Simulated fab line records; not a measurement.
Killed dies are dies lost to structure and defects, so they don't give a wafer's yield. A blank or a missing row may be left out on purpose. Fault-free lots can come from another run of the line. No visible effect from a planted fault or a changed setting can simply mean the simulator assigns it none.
A struck lot beside a sound one -- flow sky130 -- 15 out of 708 route steps
Sound: these wafers, L564.1, L564.2, L564.3. Struck: wafer L577.3 (left out: L577.1, L577.5 of the same lot, which were not struck); the cause appears at the end.
Each step with rows lists, per side, the tool, then ch with its chambers, then its first start. Under that, the readings that differ: sound wafers -- struck wafers -- difference of the means -- sigmas: that difference in standard deviations of wafers without a fault.
alike: same words and numbers on both sides, and readings whose means sit less than 2 such deviations apart. not compared: any withheld reading, any reading some wafer has no value for, any bound like >300 that may hide the same value, and any number with overlapping values for which the record gives no deviation.
The two part at a step that has a row with sigmas, a row that says differs or no value, or rows on one side only. When numbers do not overlap yet have no deviation, they are printed without sigmas and do not part them. A reading that every wafer of one side lacks parts them only if that side has two wafers or more.

SKY_VIA1_CMP_02: polishes SiO2.
  sound on cmp-01 ch 0,1,2, day 32 22:53; struck on cmp-01 ch 1, day 37 15:32
  alike: motorCurrentA, slurryFilterDpKPa
SKY_VIA1_BOW_MEAS_03:
  sound on filmMetro-02, day 32 23:11; struck on filmMetro-04, day 37 15:44
  alike: VIA1_BOW
then, 8 steps without rows for these wafers: SKY_VIA1_DEHYDRATE_04 (time 60 s); SKY_VIA1_HMDS_05 (prime time 60 s); SKY_VIA1_COAT_06 (resist thk 60 nm); SKY_VIA1_COAT_07 (resist thk 450 nm); SKY_VIA1_SOFTBAKE_08 (time 90 s); SKY_VIA1_EXPOSE_09 (exposes mask VIM, target cd 150 nm); SKY_VIA1_PEB_10; SKY_VIA1_DEVELOP_11 (develop time 60 s).
SKY_VIA1_CD_MEAS_12: the cd target is 150 nm.
  sound on cdSem-02, day 34 01:35; struck on cdSem-01, day 38 17:25
  alike: cdNm
SKY_VIA1_OVL_MEAS_13:
  sound on overlay-01, day 34 01:43; struck on overlay-01, day 38 17:32
  alike: VIA1_OVL
SKY_VIA1_ETCH_14: etches BARC in N2/H2, stops on SiO2, time 45.9 s, target depth 60 nm.
  sound on rieDiel-02 ch 0,1,3, day 34 01:45; struck on rieDiel-01 ch 1, day 38 17:35
reading,sound,struck,difference,sigmas
biasW (W),100.50 99.85 99.73,96.10,-3.93,-14
drypumpMotorCurrentA (A),6.0 6.7 5.5,5.1,-1.0,-2
rfHoursCounterH (h),15 12 14,6,-8,
  alike: oesProductAu, throttleValvePct
SKY_VIA1_ETCH_15: etches SiO2 in C4F8/O2/Ar, stops on TiN, target depth 351 nm, time 54 s.
  sound on rieDiel-02 ch 0,1,3, day 34 01:47; struck on rieDiel-01 ch 1, day 38 17:37
reading,sound,struck,difference,sigmas
rfHoursCounterH (h),15 12 14,6,-8,
  alike: biasW, oesProductAu
-- the record jumps here: 11 days lie between the struck wafers' starts before and after (it left off in module VIA1 and takes up again in module PAD_OPEN, whose first step shown is number 708 of the route) --
SKY_PAD_OPEN_PROBE_99:
  sound on prober-02, day 45 17:28; struck on prober-01, day 49 10:11
  alike: defectLimitedYield, killed_at_M0_to_M3, killed_at_M4_up, killedAtContacts, killedAtFrontEnd, killedAtOther, killedDies, killedOnRim, killedOpen, killedShort, sort_bin_3_pad_short, sort_bin_5_function, sort_bin_6_memory, sortNPass, sortYieldPct

== WHERE THEY PART ==
Only at SKY_VIA1_ETCH_14, as far as this record shows. Later steps at which nothing parts them and some readings are alike: SKY_VIA1_ETCH_15, SKY_PAD_OPEN_PROBE_99.

WHY: the cause the simulator had injected
rieDiel-01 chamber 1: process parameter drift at SKY_VIA1_ETCH_14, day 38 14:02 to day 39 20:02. Setting biasW, moved by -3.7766, from 100. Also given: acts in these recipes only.
